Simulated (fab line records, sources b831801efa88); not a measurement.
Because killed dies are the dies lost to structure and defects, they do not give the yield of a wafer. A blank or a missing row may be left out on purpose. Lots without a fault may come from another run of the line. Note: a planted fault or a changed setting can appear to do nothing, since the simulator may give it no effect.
Which tool is to blame? ; flow sfq_line ; 14 lots, 42 wafers sampled, at 2 steps of a route of 325

## WHAT EACH GAUGE READ, for each wafer
No reading from a measuring or inspecting step in the record can be judged against a usual standard deviation.

## TOOL THAT RAN EACH LOT (tool first, then ch and the chambers of the sampled wafers, then the start)
lot;SFQ_TRILAYER_L0_CAP_PECVD_011;SFQ_TRILAYER_L0_VIA_ETCH_VIA_ETCH_016
L687;pecvd-01 ch 0,1,2, day 4 11:05;rie_diel-04 ch 2,3, day 7 14:20
L688;pecvd-01 ch 0,2, day 4 18:17;rie_diel-01 ch 2,3, day 7 22:52
L689;pecvd-01 ch 0,1,2, day 4 23:07;rie_diel-01 ch 1,2, day 8 03:40
L690;pecvd-02 ch 0,1,2, day 5 02:41;rie_diel-02 ch 0,1,2, day 8 08:03
L691;pecvd-02 ch 0,1,2, day 5 07:29;rie_diel-04 ch 1,2,3, day 8 12:49
L692;pecvd-03 ch 0,1,2, day 5 09:53;rie_diel-02 ch 1,2, day 8 16:25
L697;pecvd-02 ch 1,2, day 6 12:49;rie_diel-02 ch 1,2, day 9 20:01
L699;pecvd-01 ch 1,2, day 7 00:44;rie_diel-01 ch 1,2,3, day 10 09:11
L702;pecvd-03 ch 0,2, day 7 19:27;rie_diel-02 ch 0,2,3, day 11 04:23
L703;pecvd-03 ch 0,1,2, day 8 02:04;rie_diel-01 ch 0,1,2, day 11 15:11
L704;pecvd-02 ch 0,2, day 8 07:37;rie_diel-04 ch 0,1,3, day 12 00:47
L705;pecvd-02 ch 0,1,2, day 8 12:26;rie_diel-01 ch 1,2,3, day 12 04:23
L706;pecvd-02 ch 0,1,2, day 8 19:37;rie_diel-02 ch 2,3, day 12 13:34
L707;pecvd-03 ch 1,2, day 9 02:49;rie_diel-01 ch 1,3, day 12 23:10
- SFQ_TRILAYER_L0_CAP_PECVD_011: deposits SiO2 from SiH4/N2O, time 13.333 s, target thk 60 nm.
- SFQ_TRILAYER_L0_VIA_ETCH_VIA_ETCH_016: etches SiO2 in CHF3, stops on MoNx KI, target depth 80 nm.

## WHAT THE TOOLS THEMSELVES READ (means of the sampled wafers that have a number; where no wafer has one, the mark that the record gives instead)
SFQ_TRILAYER_L0_CAP_PECVD_011.
lot;tool;heater_power_outer_w (W);heater_power_w (W);susceptor_temp_C (C);throttle_valve_pct (%)
L687;pecvd-01;29;80;149.95;25.9
L688;pecvd-01;35;96;150.01;27.3
L689;pecvd-01;34;88;149.88;26.1
L690;pecvd-02;24;72;149.97;25.9
L691;pecvd-02;24;71;149.95;26.2
L692;pecvd-03;33;89;149.93;25.1
L697;pecvd-02;23;64;150.05;26.7
L699;pecvd-01;28;72;150.02;24.7
L702;pecvd-03;35;91;149.84;25.6
L703;pecvd-03;34;91;150.13;25.2
L704;pecvd-02;28;77;150.09;25.5
L705;pecvd-02;25;71;150.01;26.0
L706;pecvd-02;23;70;149.88;25.9
L707;pecvd-03;25;79;149.87;25.0

SFQ_TRILAYER_L0_VIA_ETCH_VIA_ETCH_016.
lot;tool;drypump_motor_current_A (A);oes_product_au (a.u.)
L687;rie_diel-04;5.5;0.839
L688;rie_diel-01;5.5;0.846
L689;rie_diel-01;5.8;0.843
L690;rie_diel-02;5.7;1.003
L691;rie_diel-04;5.3;0.844
L692;rie_diel-02;5.4;0.840
L697;rie_diel-02;5.4;0.844
L699;rie_diel-01;5.6;1.000
L702;rie_diel-02;5.8;0.842
L703;rie_diel-01;5.8;0.851
L704;rie_diel-04;5.5;0.836
L705;rie_diel-01;5.5;0.846
L706;rie_diel-02;5.5;0.838
L707;rie_diel-01;5.4;0.846

## THE ANSWER, worked out from the rows above alone
Rule: the lots themselves supply what counts as usual. Put in order of their means at a reading, lots are off if they are a third of the lots or fewer, leave a main group of 4 or more, and stand apart from it by a gap of 3 or more times the standard deviation of the main group's means; of several such gaps the widest counts. The tables above print the reading to a certain number of digits; a main group whose means all agree to those digits is not used. Also off: a lot with no number at a reading for which 4 or more lots have one. The other lots that the step has rows for count as sound. First the gauges in route order, then the tools' own readings, where a lot's mean is used as printed above. At the first step where some lot is off, the reading lying furthest off is the one used; lots without a number count as furthest.
Off at SFQ_TRILAYER_L0_VIA_ETCH_VIA_ETCH_016 (oes_product_au): L690, L699. Main group: mean 0.843 a.u., sd 0.004.
If a tool, at that step or one of the process steps before it, ran each lot that is off and ran no sound lot following the first of them, it fits. Not one of the candidates tried fits.

## WHAT THE SIMULATOR HAD INSERTED
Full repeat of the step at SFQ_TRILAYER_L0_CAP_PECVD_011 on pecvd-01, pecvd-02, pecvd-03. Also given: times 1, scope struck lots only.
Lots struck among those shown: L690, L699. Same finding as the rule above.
